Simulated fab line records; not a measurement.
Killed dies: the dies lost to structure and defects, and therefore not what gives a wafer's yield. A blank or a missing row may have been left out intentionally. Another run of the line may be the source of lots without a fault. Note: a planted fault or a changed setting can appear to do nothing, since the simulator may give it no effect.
Which tool is to blame? | flow sky130 | Sampling: 12 lots, 36 wafers, 3 of 708 route steps

== WHAT THE GAUGES READ, wafer by wafer ==
SKY_VIA2_THK_MEAS_23: measures by xrf. Usual: VIA2_W_THK 409 nm, standard deviation 5.4.
lot  | measured     | on           | VIA2_W_THK (nm) | flag
L958 | day 36 12:09 | filmMetro-01 | 410 417 407     | 
L960 | day 37 13:34 | filmMetro-04 | 403 414 408     | 
L962 | day 37 20:04 | filmMetro-04 | 405 414 407     | 
L964 | day 38 04:11 | filmMetro-04 | 415 412 410     | 
L965 | day 38 20:14 | filmMetro-04 | 407 406 411     | 
L970 | day 40 10:34 | filmMetro-04 | 405 413 407     | 
L972 | day 41 02:16 | filmMetro-03 | 394 398 402     | 
L974 | day 41 14:46 | filmMetro-03 | 405 403 399     | 
L978 | day 42 10:01 | filmMetro-01 | 413 416 414     | 
L977 | day 42 11:47 | filmMetro-04 | 408 409 409     | 
L980 | day 44 03:20 | filmMetro-04 | 405 409 416     | 
L981 | day 44 05:06 | filmMetro-03 | 407 416 415     | 

SKY_CAPM_THK_MEAS_01. Usual: CAPM_CVD_00_THK 15.48 nm, standard deviation 0.22.
lot  | measured     | on           | CAPM_CVD_00_THK (nm) | flag
L958 | day 36 12:41 | filmMetro-02 | 15.40 15.64 15.52    | 
L960 | day 37 14:06 | filmMetro-01 | 15.58 15.64 15.86    | 
L962 | day 37 20:36 | filmMetro-03 | 15.19 15.67 15.63    | 
L964 | day 38 04:43 | filmMetro-01 | 15.43 15.25 15.65    | 
L965 | day 38 20:46 | filmMetro-02 | 15.13 15.37 15.31    | 
L970 | day 40 11:10 | filmMetro-02 | 15.45 15.60 15.68    | 
L972 | day 41 02:48 | filmMetro-02 | 15.29 15.31 15.51    | 
L974 | day 41 15:19 | filmMetro-01 | 15.54 15.81 15.68    | 
L978 | day 42 10:33 | filmMetro-01 | 14.87 15.11 15.24    | 
L977 | day 42 12:20 | filmMetro-03 | 15.13 15.50 15.62    | 
L980 | day 44 03:52 | filmMetro-01 | 15.37 15.45 15.66    | 
L981 | day 44 05:38 | filmMetro-03 | 15.38 15.56 15.77    | 

== EACH LOT AND THE TOOL THAT RAN IT (in order: tool; ch and the chambers of the sampled wafers; start) ==
lot  | SKY_METAL3_SPUTTER_00
L958 | pvdSputter-04, day 36 12:29
L960 | pvdSputter-02, day 37 13:55
L962 | pvdSputter-02, day 37 20:25
L964 | pvdSputter-02, day 38 04:32
L965 | pvdSputter-02, day 38 20:34
L970 | pvdSputter-02, day 40 10:59
L972 | pvdSputter-02, day 41 02:37
L974 | pvdSputter-04, day 41 15:07
L978 | pvdSputter-01, day 42 10:21
L977 | pvdSputter-04, day 42 12:08
L980 | pvdSputter-01, day 44 03:41
L981 | pvdSputter-01, day 44 05:28
- SKY_METAL3_SPUTTER_00: material Ti, target thk 15 nm, time 10 s.

== WHAT THE TOOLS THEMSELVES READ (means of the sampled wafers that have a number; where no wafer has one, the mark that the record gives instead) ==
SKY_METAL3_SPUTTER_00. Usual: throttleValvePct reads 29.7 % (standard deviation 1.1).
lot  | tool          | throttleValvePct (%) | flag
L958 | pvdSputter-04 | 29.9                 | 
L960 | pvdSputter-02 | 28.6                 | 
L962 | pvdSputter-02 | 28.8                 | 
L964 | pvdSputter-02 | 28.9                 | 
L965 | pvdSputter-02 | 29.6                 | 
L970 | pvdSputter-02 | 28.8                 | 
L972 | pvdSputter-02 | 28.6                 | 
L974 | pvdSputter-04 | 30.1                 | 
L978 | pvdSputter-01 | 30.5                 | 
L977 | pvdSputter-04 | 30.0                 | 
L980 | pvdSputter-01 | 30.6                 | 
L981 | pvdSputter-01 | 29.9                 | 

== THE ANSWER, worked out from the rows above alone ==
Rule: a lot is off if the mean of its wafers that have a number lies more than 3 standard deviations from the usual mean. A lot without any number at a reading at which 4 lots or more have one is off too. Any other lot the step has rows for is counted as sound. After the gauges, taken in route order, come the tools' own readings; for these a lot's mean is taken, as printed above. At the first step where some lot is off, the reading lying furthest off is the one used; lots without a number count as furthest.
Nothing can be told from this: no lot is off at any reading shown.

== WHAT HAD BEEN PUT IN BY THE SIMULATOR ==
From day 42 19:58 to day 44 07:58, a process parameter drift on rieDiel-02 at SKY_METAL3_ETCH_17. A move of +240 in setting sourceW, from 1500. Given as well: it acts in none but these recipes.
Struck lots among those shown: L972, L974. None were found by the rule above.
